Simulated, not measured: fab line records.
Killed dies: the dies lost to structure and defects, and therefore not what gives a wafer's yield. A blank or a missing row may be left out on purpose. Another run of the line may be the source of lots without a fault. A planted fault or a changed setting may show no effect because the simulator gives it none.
What tool caused it?    flow gf180mcu    45 wafers from 15 lots sampled at 4 of the route's 602 steps

## WHAT EACH GAUGE READ, for each wafer
GF_M5_OVL_MEAS_08.
lot   measured      on          M5_OVL (nm)
L400  day 26 15:17  overlay-01  -8 -14 -5
L401  day 27 01:13  overlay-01  0 -1 4
L402  day 27 04:38  overlay-01  1 -2 -9
L403  day 27 09:19  overlay-01  5 -4 3
L404  day 27 18:55  overlay-01  -1 -3 -6
L406  day 28 14:49  overlay-02  -12 1 1
L407  day 28 23:42  overlay-02  8 10 5
L409  day 29 10:14  overlay-01  -2 -9 3
L410  day 29 09:53  overlay-02  -1 -11 -4
L420  day 32 02:56  overlay-02  3 2 -2
L421  day 32 07:55  overlay-02  2 -5 -3
L422  day 32 12:09  overlay-01  -2 -7 1

GF_TOP_METAL_OVL_MEAS_15.
lot   measured      on          TOP_METAL_OVL (nm)
L400  day 28 10:11  overlay-02  -3.8 -0.1 0.8
L401  day 28 19:46  overlay-02  -1.2 -0.1 -1.6
L402  day 28 23:31  overlay-01  -2.8 -2.9 -2.6
L403  day 29 02:58  overlay-01  0.8 0.3 1.6
L404  day 29 12:00  overlay-02  0.6 -0.4 0.9
L406  day 30 08:27  overlay-01  0.2 0.9 -2.1
L407  day 30 16:09  overlay-02  -0.4 1.8 -1.8
L409  day 31 03:47  overlay-02  -0.6 -2.6 -1.6
L410  day 31 02:34  overlay-01  -0.5 0.9 -0.8
L420  day 33 14:15  overlay-02  0.1 -1.9 0.2
L421  day 33 18:22  overlay-02  0.2 -1.8 1.0
L422  day 33 23:25  overlay-01  1.7 2.1 2.8

## WHICH TOOL RAN EACH LOT (tool, then ch and the chambers of the sampled wafers, then the start)
lot   GF_SALICIDE_WET_ETCH_07          GF_MIM_SPUTTER_03
L400  wet_bench-01 ch 3, day 15 08:41  pvd_sputter-03, day 24 19:59
L401  wet_bench-01 ch 3, day 16 00:19  pvd_sputter-04, day 25 08:11
L402  wet_bench-02 ch 0, day 16 03:43  pvd_sputter-04, day 25 10:59
L403  wet_bench-01 ch 0, day 16 09:13  pvd_sputter-01, day 25 16:11
L404  wet_bench-04 ch 1, day 16 18:01  pvd_sputter-04, day 26 02:02
L406  wet_bench-02 ch 1, day 17 17:29  pvd_sputter-03, day 26 23:06
L407  wet_bench-01 ch 2, day 18 04:41  pvd_sputter-03, day 27 08:25
L409  wet_bench-02 ch 3, day 18 14:57  pvd_sputter-01, day 27 18:54
L410  wet_bench-01 ch 1, day 18 16:36  pvd_sputter-04, day 27 18:08
L411  wet_bench-04 ch 3, day 19 06:14  -
L412  wet_bench-01 ch 3, day 19 12:04  -
L413  wet_bench-02 ch 1, day 19 20:50  -
L420  wet_bench-02 ch 2, day 22 04:30  pvd_sputter-03, day 30 15:04
L421  wet_bench-04 ch 1, day 22 15:20  pvd_sputter-03, day 30 20:11
L422  wet_bench-01 ch 1, day 22 19:56  pvd_sputter-04, day 31 01:47
- GF_SALICIDE_WET_ETCH_07: etches the open film in SPM, target depth 120 nm.
- GF_MIM_SPUTTER_03: material Ti, target thk 10 nm, time 6.7 s.

## AS READ BY THE TOOLS THEMSELVES (means over the sampled wafers that have a number; for cases with no such wafer, the mark the record gives instead)
GF_MIM_SPUTTER_03.
lot   tool            throttle_valve_pct (%)
L400  pvd_sputter-03  28.3
L401  pvd_sputter-04  30.2
L402  pvd_sputter-04  29.8
L403  pvd_sputter-01  29.8
L404  pvd_sputter-04  30.1
L406  pvd_sputter-03  29.3
L407  pvd_sputter-03  29.2
L409  pvd_sputter-01  29.3
L410  pvd_sputter-04  30.1
L420  pvd_sputter-03  30.2
L421  pvd_sputter-03  30.8
L422  pvd_sputter-04  30.1

## THE ANSWER, worked out from the rows above alone
Rule: usual is defined by the lots themselves. Put in order of their means at a reading, lots are off if they are a third of the lots or fewer, leave a main group of 4 or more, and stand apart from it by a gap of 3 or more times the standard deviation of the main group's means; of several such gaps the widest counts. A main group is skipped when, at the precision printed for the reading in the tables above, its means are all equal. Also off: a lot with no number at a reading for which 4 or more lots have one. All remaining lots with rows at the step are treated as sound. The gauges are gone through in route order, then the tools' own readings, and for those a lot's mean is taken as printed above. At the first step where some lot is off, the reading lying furthest off is the one used; lots without a number count as furthest.
Across all readings shown, no lot is off: no conclusion can be drawn from this.

## WHAT THE SIMULATOR HAD PUT IN
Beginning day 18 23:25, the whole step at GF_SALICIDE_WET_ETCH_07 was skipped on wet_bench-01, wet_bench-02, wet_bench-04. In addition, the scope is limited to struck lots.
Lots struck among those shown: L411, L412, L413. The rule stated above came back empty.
